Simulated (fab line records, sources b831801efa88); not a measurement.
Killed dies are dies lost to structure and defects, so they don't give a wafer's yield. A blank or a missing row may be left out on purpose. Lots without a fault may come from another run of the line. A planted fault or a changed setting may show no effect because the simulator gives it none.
Which tool did it? | flow gf180mcu | 12 lots, 36 wafers sampled, at 2 steps of a route of 602

WHAT THE GAUGES READ, wafer by wafer
GF_M2_THK_MEAS_06: measures by xrf. Usual: M2_ALCU_THK 438 nm, standard deviation 4.3.
lot  | measured     | on            | M2_ALCU_THK (nm) | flag
L556 | day 18 10:14 | film_metro-04 | 438 442 433      |
L557 | day 18 19:05 | film_metro-01 | 439 438 442      |
L558 | day 19 04:47 | film_metro-01 | 443 439 442      |
L560 | day 19 16:08 | film_metro-01 | 440 446 443      |
L563 | day 20 21:50 | film_metro-01 | 435 444 440      |
L564 | day 21 09:17 | film_metro-02 | 435 437 433      |
L566 | day 21 20:55 | film_metro-04 | 452 446 449      |
L570 | day 23 07:07 | film_metro-04 | 433 435 436      |
L573 | day 24 08:11 | film_metro-01 | 436 439 433      |
L576 | day 25 05:41 | film_metro-01 | 436 435 439      |
L577 | day 25 15:00 | film_metro-01 | 446 440 442      |
L578 | day 25 19:23 | film_metro-01 | 438 436 442      |

WHICH TOOL RAN EACH LOT (tool, then ch and the chambers of the sampled wafers, then the start)
lot  | GF_V1_SPUTTER_21
L556 | pvd_sputter-02, day 18 09:12
L557 | pvd_sputter-04, day 18 18:02
L558 | pvd_sputter-01, day 19 03:45
L560 | pvd_sputter-02, day 19 15:04
L563 | pvd_sputter-01, day 20 20:49
L564 | pvd_sputter-02, day 21 08:13
L566 | pvd_sputter-04, day 21 19:52
L570 | pvd_sputter-02, day 23 06:05
L573 | pvd_sputter-02, day 24 07:10
L576 | pvd_sputter-04, day 25 04:40
L577 | pvd_sputter-01, day 25 13:58
L578 | pvd_sputter-02, day 25 18:21
- GF_V1_SPUTTER_21: material Ti, target thk 15 nm, time 80.02 s.

WHAT THE TOOLS THEMSELVES READ (means of the sampled wafers that have a number; where no wafer has one, the mark that the record gives instead)
GF_V1_SPUTTER_21. Usual: throttle_valve_pct 30.3 %, standard deviation 0.87.
lot  | tool           | throttle_valve_pct (%) | flag
L556 | pvd_sputter-02 | 30.3                   |
L557 | pvd_sputter-04 | 29.8                   |
L558 | pvd_sputter-01 | 30.4                   |
L560 | pvd_sputter-02 | 30.8                   |
L563 | pvd_sputter-01 | 30.4                   |
L564 | pvd_sputter-02 | 30.5                   |
L566 | pvd_sputter-04 | 29.7                   |
L570 | pvd_sputter-02 | 30.6                   |
L573 | pvd_sputter-02 | 30.2                   |
L576 | pvd_sputter-04 | 29.9                   |
L577 | pvd_sputter-01 | 30.4                   |
L578 | pvd_sputter-02 | 30.8                   |

THE ANSWER, worked out from the rows above alone
Rule: a lot is off if the mean of its wafers that have a number lies more than 3 standard deviations from the usual mean. A lot without any number at a reading at which 4 lots or more have one is off too. The other lots that the step has rows for count as sound. The gauges are gone through in route order, then the tools' own readings, and for those a lot's mean is taken as printed above. The first step at which some lot is off is used, and at that step the reading that is off furthest; a lot without a number counts as furthest.
No lot is off at any reading shown: from this, nothing can be told.

WHAT THE SIMULATOR HAD PUT IN
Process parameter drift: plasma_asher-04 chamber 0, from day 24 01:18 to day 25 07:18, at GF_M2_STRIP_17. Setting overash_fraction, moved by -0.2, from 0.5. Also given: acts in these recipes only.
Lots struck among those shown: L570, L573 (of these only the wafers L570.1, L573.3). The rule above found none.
